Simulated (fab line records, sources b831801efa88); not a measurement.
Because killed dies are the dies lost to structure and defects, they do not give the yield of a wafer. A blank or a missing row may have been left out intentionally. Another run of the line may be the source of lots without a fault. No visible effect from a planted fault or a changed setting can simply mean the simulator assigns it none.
fab line records | flow sky130 | part 1 of 2: steps 1 to 27 of 38
record: lots: 5 | wafers: 15 | last_day: 50
route steps=708 shown CAPM@541 METAL3@555 VIA3@573
lots with no fault: from the same line, run without faults
start_h: start of the lot's first displayed wafer, in hours after the record's first day | wait_h: how many hours have passed since the lot's step before this one | " as in the row above | L1.1+2: a single row standing in for several wafers | - no value present, or no start provided | * or withheld: withheld | < > ~ a bound
route shown NAME@n: a module of which the file shows steps, and the number in the route of the first | usual: mean/standard deviation taken from wafers without a fault | same: alike in all rows | chamber/n: place in a boat | sites: per-site readings | _std_site: standard deviation across them | _edge_site: inner sites' mean taken away from outer sites' mean | radius_mm: how far each site lies from the wafer's centre | mask NAME#n: copy n | behind: the most recent tool/chamber to have shaped the wafer | hold: the reason the lot was held/the length of the hold in hours/how it ended | device: whichever transistor did not switch (one of n, p or np) | end of line: the route-end tests of the same wafers | where a step has no rows: the recipe by itself | killed: at the first sort, the dies lost to defects and structure; wafer yield is something else | map: a wafer's dies, x killed, . not, _ none there
set.NAME: the setting as run; set.NAME@STEP: as run at that earlier step | model.NAME: the simulator's own value behind a step, which no gauge read
a table for each step, a row for each wafer; lots at some steps of the route
services: a tool's chamber out of use, with start hour (start_h, from the record's first day; less than 0 if before it), hours out, and reason
== steps ==
step: SKY_CAPM_THK_MEAS_04
recipe: thk_meas_gauge: xrf | reads: TiN_of_CAPM_SPUTTER_02
usual: CAPM_TIN_THK: 199.7/2
lot.wafer | tool          | chamber | start_h | wait_h | CAPM_TIN_THK[nm]
L074.1    | film_metro-01 | -       | 847.39  | 0.1    | 201.9
L074.3    | "             | -       | "       | "      | 195.7
L074.5    | "             | -       | "       | "      | 196.9
L075.3    | film_metro-03 | -       | 857.24  | 0.1    | 201.3
L075.4    | "             | -       | "       | "      | 203.0
L075.6    | "             | -       | "       | "      | 200.3
L084.3    | film_metro-01 | -       | 950.59  | 0.1    | 201.6
L084.4    | "             | -       | "       | "      | 199.9
L084.6    | "             | -       | "       | "      | 203.5
L089.1    | film_metro-01 | -       | 964.24  | 0.1    | 199.5
L089.2    | "             | -       | "       | "      | 200.5
L089.3    | "             | -       | "       | "      | 199.8
L096.1    | film_metro-01 | -       | 1008.79 | 0.1    | 200.5
L096.3    | "             | -       | "       | "      | 198.8
L096.6    | "             | -       | "       | "      | 198.5
step: SKY_CAPM_DEHYDRATE_05
recipe: temp_c: 200 | time_s: 60
usual: plate_temp_C: 199.98/0.16
same: time_s: 60
lot.wafer | tool           | chamber | start_h | wait_h | plate_temp_C
L074.1    | litho_track-02 | 0       | 859.69  | 12.3   | 199.63
L074.3    | "              | 0       | "       | "      | 199.71
L074.5    | "              | 0       | "       | "      | 199.63
L075.3    | litho_track-01 | 0       | 870.81  | 13.6   | 200.06
L075.4    | "              | 0       | "       | "      | 199.93
L075.6    | "              | 0       | "       | "      | 199.77
L084.3    | litho_track-01 | 0       | 960.61  | 10.0   | 200.07
L084.4    | "              | 0       | "       | "      | 199.87
L084.6    | "              | 0       | "       | "      | 199.79
L089.1    | litho_track-02 | 0       | 976.69  | 12.4   | 200.03
L089.2    | "              | 0       | "       | "      | 199.98
L089.3    | "              | 0       | "       | "      | 199.97
L096.1    | litho_track-02 | 0       | 1019.54 | 10.7   | 200.29
L096.3    | "              | 0       | "       | "      | 200.12
L096.6    | "              | 0       | "       | "      | 200.05
step: SKY_CAPM_HMDS_06
recipe: prime_time_s: 60 | prime_temp_c: 120
usual: prime_temp_c: 120.01/0.15
lot.wafer | tool           | chamber | start_h | wait_h | prime_temp_c
L074.1    | litho_track-02 | 0       | 859.84  | 0.1    | 120.18
L074.3    | "              | 0       | "       | "      | 120.37
L074.5    | "              | 0       | "       | "      | 120.23
L075.3    | litho_track-01 | 0       | 870.96  | 0.1    | 120.06
L075.4    | "              | 0       | "       | "      | 119.82
L075.6    | "              | 0       | "       | "      | 120.09
L084.3    | litho_track-01 | 0       | 960.76  | 0.1    | 120.08
L084.4    | "              | 0       | "       | "      | 119.93
L084.6    | "              | 0       | "       | "      | 120.16
L089.1    | litho_track-02 | 0       | 976.84  | 0.1    | 119.92
L089.2    | "              | 0       | "       | "      | 120.14
L089.3    | "              | 0       | "       | "      | 120.14
L096.1    | litho_track-02 | 0       | 1019.69 | 0.1    | 119.83
L096.3    | "              | 0       | "       | "      | 119.98
L096.6    | "              | 0       | "       | "      | 119.90
step: SKY_CAPM_COAT_07
recipe: resist: NOVOLAK | spin_rpm: 3000 | resist_thk_nm: 1140
lot.wafer  | tool           | chamber | start_h | wait_h
L074.1+3+5 | litho_track-02 | 0       | 859.99  | 0.1
L075.3+4+6 | litho_track-01 | 0       | 871.11  | 0.1
L084.3+4+6 | litho_track-01 | 0       | 960.91  | 0.1
L089.1+2+3 | litho_track-02 | 0       | 976.99  | 0.1
L096.1+3+6 | litho_track-02 | 0       | 1019.84 | 0.1
step: SKY_CAPM_SOFTBAKE_08
recipe: temp_c: 90 | time_s: 60 | resist: NOVOLAK
usual: plate_temp_C: 90.01/0.12
same: time_s: 60
lot.wafer | tool           | chamber | start_h | wait_h | plate_temp_C
L074.1    | litho_track-02 | 0       | 860.14  | 0.1    | 89.84
L074.3    | "              | 0       | "       | "      | 89.83
L074.5    | "              | 0       | "       | "      | 89.99
L075.3    | litho_track-01 | 0       | 871.26  | 0.1    | 90.00
L075.4    | "              | 0       | "       | "      | 90.12
L075.6    | "              | 0       | "       | "      | 90.20
L084.3    | litho_track-01 | 0       | 961.06  | 0.1    | 90.06
L084.4    | "              | 0       | "       | "      | 90.07
L084.6    | "              | 0       | "       | "      | 90.06
L089.1    | litho_track-02 | 0       | 977.14  | 0.1    | 89.88
L089.2    | "              | 0       | "       | "      | 89.84
L089.3    | "              | 0       | "       | "      | 89.93
L096.1    | litho_track-02 | 0       | 1019.99 | 0.1    | 90.20
L096.3    | "              | 0       | "       | "      | 89.91
L096.6    | "              | 0       | "       | "      | 89.97
step: SKY_CAPM_EXPOSE_09
recipe: mask_id: CAPM | na: 0.6 | source_shape: conventional | sigma_outer: 0.6 | polarization: unpolarized | target_cd_nm: 1000 | dose_mj: 159
usual: exposure_dose_mJ_cm2: 159.00/0.18
lot.wafer | tool             | chamber | start_h | wait_h | mask   | exposure_dose_mJ_cm2
L074.1    | iline_stepper-02 | 0       | -       | -      | CAPM#0 | 159.02
L074.3    | "                | 0       | "       | "      | CAPM#0 | 159.02
L074.5    | "                | 0       | "       | "      | CAPM#0 | 159.28
L075.3    | iline_stepper-01 | 0       | -       | -      | CAPM#0 | 158.83
L075.4    | "                | 0       | "       | "      | CAPM#0 | 158.79
L075.6    | "                | 0       | "       | "      | CAPM#0 | 158.70
L084.3    | iline_stepper-01 | 0       | -       | -      | CAPM#0 | 158.94
L084.4    | "                | 0       | "       | "      | CAPM#0 | 158.91
L084.6    | "                | 0       | "       | "      | CAPM#0 | 159.27
L089.1    | iline_stepper-02 | 0       | -       | -      | CAPM#0 | 159.20
L089.2    | "                | 0       | "       | "      | CAPM#0 | 159.33
L089.3    | "                | 0       | "       | "      | CAPM#0 | 159.08
L096.1    | iline_stepper-01 | 0       | -       | -      | CAPM#0 | 158.83
L096.3    | "                | 0       | "       | "      | CAPM#0 | 158.96
L096.6    | "                | 0       | "       | "      | CAPM#0 | 158.92
step: SKY_CAPM_PEB_10
recipe: temp_c: withheld | time_s: * | resist: NOVOLAK
same: time_s: *
lot.wafer  | tool           | chamber | start_h | wait_h
L074.1+3+5 | litho_track-04 | 0       | -       | -
L075.3+4+6 | litho_track-02 | 0       | -       | -
L084.3+4+6 | litho_track-02 | 0       | -       | -
L089.1+2+3 | litho_track-01 | 0       | -       | -
L096.1+3+6 | litho_track-01 | 0       | -       | -
step: SKY_CAPM_DEVELOP_11
recipe: resist: NOVOLAK | developer: TMAH | develop_time_s: 60 | dev_temp_c: 23
same: develop_time_s: 60
lot.wafer  | tool           | chamber | start_h | wait_h
L074.1+3+5 | litho_track-04 | 0       | 873.71  | 0.1
L075.3+4+6 | litho_track-02 | 0       | 883.14  | 0.1
L084.3+4+6 | litho_track-02 | 0       | 973.64  | 0.1
L089.1+2+3 | litho_track-01 | 0       | 987.91  | 0.1
L096.1+3+6 | litho_track-01 | 0       | 1032.21 | 0.1
step: SKY_CAPM_OVL_MEAS_12
usual: CAPM_OVL: -1.5/1
lot.wafer | tool       | chamber | start_h | wait_h | CAPM_OVL[nm]
L074.1    | overlay-01 | -       | 873.86  | 0.1    | -2.3
L074.3    | "          | -       | "       | "      | -3.0
L074.5    | "          | -       | "       | "      | -2.1
L075.3    | overlay-02 | -       | 883.25  | 0.1    | -1.1
L075.4    | "          | -       | "       | "      | -0.5
L075.6    | "          | -       | "       | "      | -0.3
L084.3    | overlay-02 | -       | 973.75  | 0.1    | -1.1
L084.4    | "          | -       | "       | "      | -1.8
L084.6    | "          | -       | "       | "      | -0.6
L089.1    | overlay-02 | -       | 988.06  | 0.1    | -2.1
L089.2    | "          | -       | "       | "      | -3.9
L089.3    | "          | -       | "       | "      | -2.3
L096.1    | overlay-02 | -       | 1032.36 | 0.1    | -1.9
L096.3    | "          | -       | "       | "      | -3.3
L096.6    | "          | -       | "       | "      | -3.7
step: SKY_CAPM_METAL_ETCH_13
recipe: target_depth_nm: 220 | stop_on: SiO2 | chemistry: Cl2/BCl3 | target: TiN | pressure_mtorr: 10 | icp_w: 900 | bias_w: 48.5 | Cl2_flow_sccm: 60 | bcl3_flow_sccm: 30 | time_s: 62.9
usual: drypump_motor_current_A: 6.1/0.39 | oes_product_au: 0.939/0.0067 | throttle_valve_pct: 21.903/0.0083
same: time_s: 62.9
lot.wafer | tool         | chamber | start_h | wait_h | drypump_motor_current_A | oes_product_au | rf_hours_counter_h | throttle_valve_pct
L074.1    | rie_metal-01 | 1       | 873.89  | 0.0    | 6.4                     | 0.940          | 10                 | 21.906
L074.3    | "            | 0       | "       | "      | 6.2                     | 0.916          | -                  | 21.918
L074.5    | "            | 1       | "       | "      | 6.4                     | 0.935          | -                  | 21.897
L075.3    | rie_metal-03 | 0       | 883.30  | 0.0    | 6.5                     | 0.946          | -                  | 21.899
L075.4    | "            | 1       | "       | "      | 5.3                     | 0.954          | -                  | 21.897
L075.6    | "            | 0       | "       | "      | 6.5                     | 0.946          | -                  | 21.898
L084.3    | rie_metal-01 | 0       | 973.80  | 0.0    | 6.2                     | 0.938          | -                  | 21.908
L084.4    | "            | 1       | "       | "      | 6.4                     | 0.934          | -                  | 21.904
L084.6    | "            | 0       | "       | "      | 6.2                     | 0.955          | -                  | 21.904
L089.1    | rie_metal-01 | 1       | 988.10  | 0.0    | 6.4                     | 0.937          | 16                 | 21.897
L089.2    | "            | 0       | "       | "      | 6.3                     | 0.943          | 19                 | 21.888
L089.3    | "            | 1       | "       | "      | 6.4                     | 0.945          | -                  | 21.908
L096.1    | rie_metal-02 | 1       | 1032.40 | 0.0    | 5.7                     | 0.944          | 9                  | 21.884
L096.3    | "            | 0       | "       | "      | 6.0                     | 0.924          | -                  | 21.906
L096.6    | "            | 1       | "       | "      | 5.7                     | 0.936          | -                  | 21.897
step: SKY_CAPM_STRIP_14
recipe: chemistry: O2/N2 | power_w: 1400 | pressure_mtorr: 1500 | platen_temp_c: withheld | o2_flow_sccm: 3000 | n2_flow_sccm: 300 | overash_fraction: 0.5
usual: drypump_motor_current_A: 5.8/0.44 | o2_flow_sccm: 3002/9.7 | oes_product_au: 0.711/0.0045 | strip_time_to_endpoint_s: 12.66/0.048
lot.wafer | tool            | chamber | start_h | wait_h | drypump_motor_current_A | o2_flow_sccm | oes_product_au | rf_hours_counter_h | strip_time_to_endpoint_s
L074.1    | plasma_asher-03 | 1       | 873.97  | 0.1    | 6.1                     | 2991         | 0.711          | 12                 | 12.66
L074.3    | "               | 0       | "       | "      | 5.4                     | 2999         | 0.716          | -                  | 12.69
L074.5    | "               | 0       | "       | "      | 5.4                     | 2999         | 0.707          | -                  | 12.65
L075.3    | plasma_asher-01 | 0       | 883.38  | 0.1    | 6.2                     | 3014         | 0.715          | -                  | 12.59
L075.4    | "               | 1       | "       | "      | 5.1                     | 3008         | 0.710          | -                  | 12.63
L075.6    | "               | 1       | "       | "      | 5.1                     | 3015         | 0.708          | -                  | 12.65
L084.3    | plasma_asher-03 | 0       | 973.88  | 0.1    | 5.4                     | 2990         | 0.708          | -                  | 12.68
L084.4    | "               | 1       | "       | "      | 6.2                     | 2995         | 0.718          | -                  | 12.67
L084.6    | "               | 0       | "       | "      | 5.4                     | 2992         | 0.716          | -                  | 12.68
L089.1    | plasma_asher-03 | 0       | 988.17  | 0.1    | 5.4                     | 3009         | 0.708          | 22                 | 12.64
L089.2    | "               | 1       | "       | "      | 6.1                     | 3011         | 0.708          | 22                 | 12.64
L089.3    | "               | 1       | "       | "      | 6.2                     | 3003         | 0.712          | -                  | 12.65
L096.1    | plasma_asher-02 | 1       | 1032.47 | 0.1    | 6.2                     | 2999         | 0.711          | 118                | 12.63
L096.3    | "               | 0       | "       | "      | 5.5                     | 3012         | 0.702          | -                  | 12.70
L096.6    | "               | 1       | "       | "      | 6.2                     | 2985         | 0.710          | -                  | 12.63
step: SKY_CAPM_STRIP_15
recipe: chemistry: post_etch_residue_remover | time_s: 1200 | temp_c: 72.5
same: time_s: 1200
lot.wafer  | tool         | chamber | start_h | wait_h
L074.1+3+5 | wet_bench-01 | 1       | 874.07  | 0.1
L075.3+4+6 | wet_bench-03 | 2       | 883.45  | 0.0
L084.3+4+6 | wet_bench-03 | 3       | 973.95  | 0.0
L089.1+2+3 | wet_bench-03 | 3       | 988.27  | 0.1
L096.1+3+6 | wet_bench-03 | 0       | 1032.57 | 0.1
step: SKY_CAPM_CLEAN_16
recipe: chemistry: IPA | time_s: 180 | temp_c: 25
same: time_s: 180
lot.wafer  | tool         | chamber | start_h | wait_h
L074.1+3+5 | wet_bench-03 | 2       | 874.41  | 0.0
L075.3+4+6 | wet_bench-03 | 1       | 883.79  | 0.0
L084.3+4+6 | wet_bench-03 | 1       | 974.29  | 0.0
L089.1+2+3 | wet_bench-01 | 3       | 988.62  | 0.0
L096.1+3+6 | wet_bench-02 | 3       | 1032.92 | 0.0
step: SKY_CAPM_CLEAN_17
recipe: chemistry: O3/DIW | dry: n2_spin
lot.wafer  | tool         | chamber | start_h | wait_h
L074.1+3+5 | wet_bench-01 | 2       | 874.47  | 0.0
L075.3+4+6 | wet_bench-03 | 0       | 883.85  | 0.0
L084.3+4+6 | wet_bench-03 | 1       | 974.35  | 0.0
L089.1+2+3 | wet_bench-03 | 0       | 988.67  | 0.0
L096.1+3+6 | wet_bench-01 | 3       | 1032.97 | 0.0
step: SKY_METAL3_DEHYDRATE_05
recipe: temp_c: 200 | time_s: 60
usual: plate_temp_C: 200.01/0.15
same: time_s: 60
lot.wafer | tool           | chamber | start_h | wait_h | plate_temp_C
L074.1    | litho_track-01 | 0       | 886.21  | 11.6   | 200.18
L074.3    | "              | 0       | "       | "      | 200.17
L074.5    | "              | 0       | "       | "      | 200.19
L075.3    | litho_track-02 | 0       | 896.69  | 12.7   | 199.91
L075.4    | "              | 0       | "       | "      | 200.04
L075.6    | "              | 0       | "       | "      | 200.01
L084.3    | litho_track-03 | 0       | 984.87  | 10.4   | 200.02
L084.4    | "              | 0       | "       | "      | 199.87
L084.6    | "              | 0       | "       | "      | 199.87
L089.1    | litho_track-03 | 0       | 1000.92 | 12.2   | 200.04
L089.2    | "              | 0       | "       | "      | 200.15
L089.3    | "              | 0       | "       | "      | 200.10
L096.1    | litho_track-02 | 0       | 1043.09 | 10.0   | 200.19
L096.3    | "              | 0       | "       | "      | 200.07
L096.6    | "              | 0       | "       | "      | 200.06
step: SKY_METAL3_HMDS_06
recipe: prime_time_s: 60 | prime_temp_c: 120
usual: prime_temp_c: 119.99/0.13
lot.wafer | tool           | chamber | start_h | wait_h | prime_temp_c
L074.1    | litho_track-01 | 0       | 886.36  | 0.1    | 120.01
L074.3    | "              | 0       | "       | "      | 119.96
L074.5    | "              | 0       | "       | "      | 119.92
L075.3    | litho_track-02 | 0       | 896.84  | 0.1    | 120.02
L075.4    | "              | 0       | "       | "      | 120.06
L075.6    | "              | 0       | "       | "      | 119.93
L084.3    | litho_track-03 | 0       | 985.02  | 0.1    | 119.64
L084.4    | "              | 0       | "       | "      | 119.96
L084.6    | "              | 0       | "       | "      | 119.73
L089.1    | litho_track-03 | 0       | 1001.07 | 0.1    | 120.05
L089.2    | "              | 0       | "       | "      | 120.04
L089.3    | "              | 0       | "       | "      | 119.92
L096.1    | litho_track-02 | 0       | 1043.24 | 0.1    | 120.15
L096.3    | "              | 0       | "       | "      | 120.07
L096.6    | "              | 0       | "       | "      | 120.21
step: SKY_METAL3_COAT_07
recipe: resist: BARC | temp_c: withheld | time_s: withheld | spin_rpm: 3000 | resist_thk_nm: 60
lot.wafer  | tool           | chamber | start_h | wait_h
L074.1+3+5 | litho_track-01 | 0       | 886.51  | 0.1
L075.3+4+6 | litho_track-02 | 0       | 896.99  | 0.1
L084.3+4+6 | litho_track-03 | 0       | 985.17  | 0.1
L089.1+2+3 | litho_track-03 | 0       | 1001.22 | 0.1
L096.1+3+6 | litho_track-02 | 0       | 1043.39 | 0.1
step: SKY_METAL3_COAT_08
recipe: resist: KrF-thick | spin_rpm: 3000 | resist_thk_nm: 1140
lot.wafer  | tool           | chamber | start_h | wait_h
L074.1+3+5 | litho_track-01 | 0       | -       | -
L075.3+4+6 | litho_track-02 | 0       | -       | -
L084.3+4+6 | litho_track-03 | 0       | -       | -
L089.1+2+3 | litho_track-03 | 0       | -       | -
L096.1+3+6 | litho_track-02 | 0       | -       | -
step: SKY_METAL3_SOFTBAKE_09
recipe: temp_c: 100 | time_s: 90 | resist: KrF-thick
usual: plate_temp_C: 99.99/0.13
same: time_s: 90
lot.wafer | tool           | chamber | start_h | wait_h | plate_temp_C
L074.1    | litho_track-01 | 0       | -       | -      | 99.68
L074.3    | "              | 0       | "       | "      | 99.98
L074.5    | "              | 0       | "       | "      | 99.90
L075.3    | litho_track-02 | 0       | -       | -      | 99.70
L075.4    | "              | 0       | "       | "      | 100.05
L075.6    | "              | 0       | "       | "      | 99.97
L084.3    | litho_track-03 | 0       | -       | -      | 99.83
L084.4    | "              | 0       | "       | "      | 99.87
L084.6    | "              | 0       | "       | "      | 99.92
L089.1    | litho_track-03 | 0       | -       | -      | 100.23
L089.2    | "              | 0       | "       | "      | 100.14
L089.3    | "              | 0       | "       | "      | 100.10
L096.1    | litho_track-02 | 0       | -       | -      | 100.04
L096.3    | "              | 0       | "       | "      | 100.18
L096.6    | "              | 0       | "       | "      | 100.07
step: SKY_METAL3_EXPOSE_10
recipe: mask_id: MM3 | na: 0.68 | source_shape: annular | sigma_inner: 0.4 | sigma_outer: 0.8 | target_cd_nm: 300 | dose_mj: 28
usual: exposure_dose_mJ_cm2: 28.002/0.03
lot.wafer | tool           | chamber | start_h | wait_h | mask  | exposure_dose_mJ_cm2
L074.1    | krf_scanner-01 | 0       | -       | -      | MM3#0 | 27.986
L074.3    | "              | 0       | "       | "      | MM3#0 | 27.971
L074.5    | "              | 0       | "       | "      | MM3#0 | 27.977
L075.3    | krf_scanner-01 | 0       | -       | -      | MM3#0 | 28.009
L075.4    | "              | 0       | "       | "      | MM3#0 | 27.988
L075.6    | "              | 0       | "       | "      | MM3#0 | 28.040
L084.3    | krf_scanner-01 | 0       | -       | -      | MM3#0 | 28.001
L084.4    | "              | 0       | "       | "      | MM3#0 | 28.022
L084.6    | "              | 0       | "       | "      | MM3#0 | 28.038
L089.1    | krf_scanner-02 | 0       | -       | -      | MM3#0 | 28.015
L089.2    | "              | 0       | "       | "      | MM3#0 | 27.968
L089.3    | "              | 0       | "       | "      | MM3#0 | 27.980
L096.1    | krf_scanner-02 | 0       | -       | -      | MM3#0 | 27.990
L096.3    | "              | 0       | "       | "      | MM3#0 | 27.940
L096.6    | "              | 0       | "       | "      | MM3#0 | 27.981
step: SKY_METAL3_PEB_11
recipe: peb_temp_c: withheld | peb_time_s: withheld | resist: KrF-thick
lot.wafer  | tool           | chamber | start_h | wait_h
L074.1+3+5 | litho_track-03 | 0       | -       | -
L075.3+4+6 | litho_track-02 | 0       | -       | -
L084.3+4+6 | litho_track-01 | 0       | -       | -
L089.1+2+3 | litho_track-01 | 0       | -       | -
L096.1+3+6 | litho_track-01 | 0       | -       | -
step: SKY_METAL3_DEVELOP_12
recipe: develop_time_s: 60 | resist: KrF-thick | dev_temp_c: 21
same: develop_time_s: 60
lot.wafer  | tool           | chamber | start_h | wait_h
L074.1+3+5 | litho_track-03 | 0       | -       | -
L075.3+4+6 | litho_track-02 | 0       | -       | -
L084.3+4+6 | litho_track-01 | 0       | -       | -
L089.1+2+3 | litho_track-01 | 0       | -       | -
L096.1+3+6 | litho_track-01 | 0       | -       | -
step: SKY_METAL3_CD_MEAS_13
recipe: target_cd_nm: 300
usual: cd_nm: 299.7/1.5
lot.wafer | tool      | chamber | start_h | wait_h | cd_nm
L074.1    | cd_sem-02 | -       | 900.02  | -      | 296.7
L074.3    | "         | -       | "       | "      | 297.7
L074.5    | "         | -       | "       | "      | 296.5
L075.3    | cd_sem-02 | -       | 908.68  | -      | 299.2
L075.4    | "         | -       | "       | "      | 300.0
L075.6    | "         | -       | "       | "      | 299.0
L084.3    | cd_sem-02 | -       | 997.90  | -      | 301.8
L084.4    | "         | -       | "       | "      | 301.3
L084.6    | "         | -       | "       | "      | 300.6
L089.1    | cd_sem-01 | -       | 1012.16 | -      | 300.4
L089.2    | "         | -       | "       | "      | 299.7
L089.3    | "         | -       | "       | "      | 299.2
L096.1    | cd_sem-01 | -       | 1054.91 | -      | 300.6
L096.3    | "         | -       | "       | "      | 300.3
L096.6    | "         | -       | "       | "      | 299.5
step: SKY_METAL3_OVL_MEAS_14
usual: METAL3_OVL: -2/5
lot.wafer | tool       | chamber | start_h | wait_h | METAL3_OVL[nm]
L074.1    | overlay-02 | -       | 900.14  | 0.1    | -6
L074.3    | "          | -       | "       | "      | -4
L074.5    | "          | -       | "       | "      | -3
L075.3    | overlay-02 | -       | 908.77  | 0.1    | -6
L075.4    | "          | -       | "       | "      | -8
L075.6    | "          | -       | "       | "      | -12
L084.3    | overlay-01 | -       | 997.99  | 0.1    | -6
L084.4    | "          | -       | "       | "      | -2
L084.6    | "          | -       | "       | "      | -3
L089.1    | overlay-02 | -       | 1012.28 | 0.1    | -4
L089.2    | "          | -       | "       | "      | -7
L089.3    | "          | -       | "       | "      | 3
L096.1    | overlay-01 | -       | 1055.03 | 0.1    | 2
L096.3    | "          | -       | "       | "      | -4
L096.6    | "          | -       | "       | "      | -2
step: SKY_METAL3_DESCUM_15
recipe: chemistry: O2 | source_power_w: 150 | bias_power_w: 0 | pressure_mtorr: 10 | temp_c: 40 | time_s: 8
usual: drypump_motor_current_A: 6.1/0.48 | oes_product_au: 0.999/0.012
same: time_s: 8
lot.wafer | tool         | chamber | start_h | wait_h | drypump_motor_current_A | oes_product_au | rf_hours_counter_h
L074.1    | rie_metal-03 | 0       | 900.18  | 0.0    | 6.5                     | 1.008          | 11
L074.3    | "            | 0       | "       | "      | 6.5                     | 1.018          | -
L074.5    | "            | 0       | "       | "      | 6.5                     | 1.008          | -
L075.3    | rie_metal-01 | 0       | 908.80  | 0.0    | 6.3                     | 0.994          | -
L075.4    | "            | 1       | "       | "      | 6.4                     | 0.979          | -
L075.6    | "            | 0       | "       | "      | 6.2                     | 0.988          | -
L084.3    | rie_metal-01 | 0       | 998.03  | 0.0    | 6.2                     | 0.986          | -
L084.4    | "            | 1       | "       | "      | 6.4                     | 0.999          | -
L084.6    | "            | 1       | "       | "      | 6.4                     | 1.004          | -
L089.1    | rie_metal-03 | 0       | 1012.32 | 0.0    | 6.5                     | 1.016          | 16
L089.2    | "            | 1       | "       | "      | 5.3                     | 1.004          | 21
L089.3    | "            | 0       | "       | "      | 6.5                     | 1.023          | -
L096.1    | rie_metal-01 | 0       | 1055.07 | 0.0    | 6.2                     | 0.997          | 23
L096.3    | "            | 0       | "       | "      | 6.2                     | 0.985          | -
L096.6    | "            | 1       | "       | "      | 6.4                     | 0.995          | -
step: SKY_METAL3_ETCH_16
recipe: chemistry: N2/H2 | target: BARC | ion_energy_ev: 200 | bias_w: 100 | pressure_mtorr: 30 | n2_flow_sccm: 100 | h2_flow_sccm: 200 | icp_w: 500 | stop_on: SiO2 | time_s: 88.2 | target_depth_a: 600
usual: drypump_motor_current_A: 6.1/0.48 | oes_product_au: 0.625/0.0043 | throttle_valve_pct: 13.204/0.0088
same: time_s: 88.2
lot.wafer | tool         | chamber | start_h | wait_h | drypump_motor_current_A | oes_product_au | rf_hours_counter_h | throttle_valve_pct
L074.1    | rie_metal-03 | 0       | 900.21  | 0.0    | 6.5                     | 0.623          | 11                 | 13.205
L074.3    | "            | 0       | "       | "      | 6.5                     | 0.624          | -                  | 13.213
L074.5    | "            | 0       | "       | "      | 6.5                     | 0.620          | -                  | 13.209
L075.3    | rie_metal-01 | 0       | 908.86  | 0.0    | 6.2                     | 0.620          | -                  | 13.209
L075.4    | "            | 1       | "       | "      | 6.4                     | 0.622          | -                  | 13.201
L075.6    | "            | 0       | "       | "      | 6.3                     | 0.619          | -                  | 13.206
L084.3    | rie_metal-01 | 0       | 998.08  | 0.0    | 6.2                     | 0.623          | -                  | 13.206
L084.4    | "            | 1       | "       | "      | 6.4                     | 0.635          | -                  | 13.199
L084.6    | "            | 1       | "       | "      | 6.4                     | 0.621          | -                  | 13.214
L089.1    | rie_metal-03 | 0       | 1012.35 | 0.0    | 6.5                     | 0.621          | 16                 | 13.204
L089.2    | "            | 1       | "       | "      | 5.3                     | 0.624          | 21                 | 13.199
L089.3    | "            | 0       | "       | "      | 6.6                     | 0.629          | -                  | 13.199
L096.1    | rie_metal-01 | 0       | 1055.10 | 0.0    | 6.2                     | 0.627          | 23                 | 13.200
L096.3    | "            | 0       | "       | "      | 6.3                     | 0.627          | -                  | 13.204
L096.6    | "            | 1       | "       | "      | 6.4                     | 0.629          | -                  | 13.190
step: SKY_METAL3_ETCH_17
recipe: target: SiO2 | stop_on: TiN | chemistry: C4F8/O2/Ar | source_w: 1500 | bias_w: 1200 | pressure_mtorr: 40 | c4f8_flow_sccm: withheld | O2_flow_sccm: 6 | Ar_flow_sccm: 300 | time_s: 3.9 | target_depth_a: 150
usual: oes_product_au: 0.754/0.0069
same: time_s: 3.9
lot.wafer | tool        | chamber | start_h | wait_h | oes_product_au
L074.1    | rie_diel-04 | 0       | 900.31  | 0.1    | 0.756
L074.3    | "           | 3       | "       | "      | 0.755
L074.5    | "           | 3       | "       | "      | 0.759
L075.3    | rie_diel-03 | 2       | 908.92  | 0.0    | 0.745
L075.4    | "           | 3       | "       | "      | 0.753
L075.6    | "           | 1       | "       | "      | 0.764
L084.3    | rie_diel-03 | 0       | 998.15  | 0.0    | 0.749
L084.4    | "           | 3       | "       | "      | 0.753
L084.6    | "           | 0       | "       | "      | 0.764
L089.1    | rie_diel-02 | 2       | 1012.45 | 0.1    | 0.751
L089.2    | "           | 1       | "       | "      | 0.764
L089.3    | "           | 0       | "       | "      | 0.757
L096.1    | rie_diel-03 | 1       | 1055.20 | 0.1    | 0.730
L096.3    | "           | 2       | "       | "      | 0.747
L096.6    | "           | 0       | "       | "      | 0.749
